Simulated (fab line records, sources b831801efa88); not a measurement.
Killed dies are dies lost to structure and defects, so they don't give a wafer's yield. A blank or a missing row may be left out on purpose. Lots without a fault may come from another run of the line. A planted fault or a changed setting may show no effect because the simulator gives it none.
One fault seen from 2 desks | flow gf180mcu | each desk has only its own numbers; what lay behind them comes last

THE METROLOGY DESK
What the gauges read, lot by lot, whatever tool the lot ran on: means of the sampled wafers that have a number. A lot is out of limits, marked OUT, if its mean lies more than 4 standard deviations from the usual mean; the brackets give that distance.
Columns: A = MVPSD_OVL at GF_MVPSD_OVL_MEAS_07, usual 1.3 nm; B = LVPWELL_RS at GF_VT_IMPLANT_RS_MEAS_48, usual 1197.3 ohm/sq
lot  | first seen here | A    | B
L822 | day 5 00:38     | 0.9  | 1194.5
L823 | day 5 06:48     | 4.1  | 1198.2
L824 | day 5 18:36     | 0.6  | 1199.4
L825 | day 5 18:47     | 0.5  | 1194.8
L826 | day 5 23:58     | 0.7  | 1195.7
L827 | day 6 04:39     | 0.3  | 1193.1
L829 | day 6 18:52     | 1.9  | 1201.6
L839 | day 9 05:58     | 0.7  | 1199.9
L843 | day 10 05:47    | 2.0  | 1200.1
L844 | day 10 11:46    | -1.1 | 1198.3
L845 | day 10 16:35    | 1.0  | 1198.6
This desk's finding: nothing out of limits on any of the 11 lots.

THE TOOL OWNER'S DESK: rie_si-02
The tool's own readings at GF_STI_ETCH_14 (etches Si in HBr/Cl2/O2, target depth 360 nm, time 102.9 s): means of the sampled wafers that have a number, for each lot that ran on this tool. A lot is out of limits, marked OUT, if its mean lies more than 4 standard deviations from the usual mean; the brackets give that distance.
Columns: A = drypump_motor_current_A at GF_STI_ETCH_14, usual 5.8 A; B = oes_product_au at GF_STI_ETCH_14, usual 0.995 a.u.; C = throttle_valve_pct at GF_STI_ETCH_14, usual 25.661 %
lot  | first seen here | A   | B     | C
L826 | day 2 22:08     | 6.2 | 0.994 | 25.666
L827 | day 3 02:38     | 6.0 | 0.990 | 25.667
L829 | day 3 13:55     | 6.2 | 1.031 | 25.638
L844 | day 6 18:43     | 6.4 | 0.988 | 25.670
This desk's finding: nothing out of limits on any of the 4 lots.

PUT TOGETHER
The metrology desk saw nothing out of limits.
The tool owner's desk saw nothing out of limits.

WHAT THE SIMULATOR HAD PUT IN
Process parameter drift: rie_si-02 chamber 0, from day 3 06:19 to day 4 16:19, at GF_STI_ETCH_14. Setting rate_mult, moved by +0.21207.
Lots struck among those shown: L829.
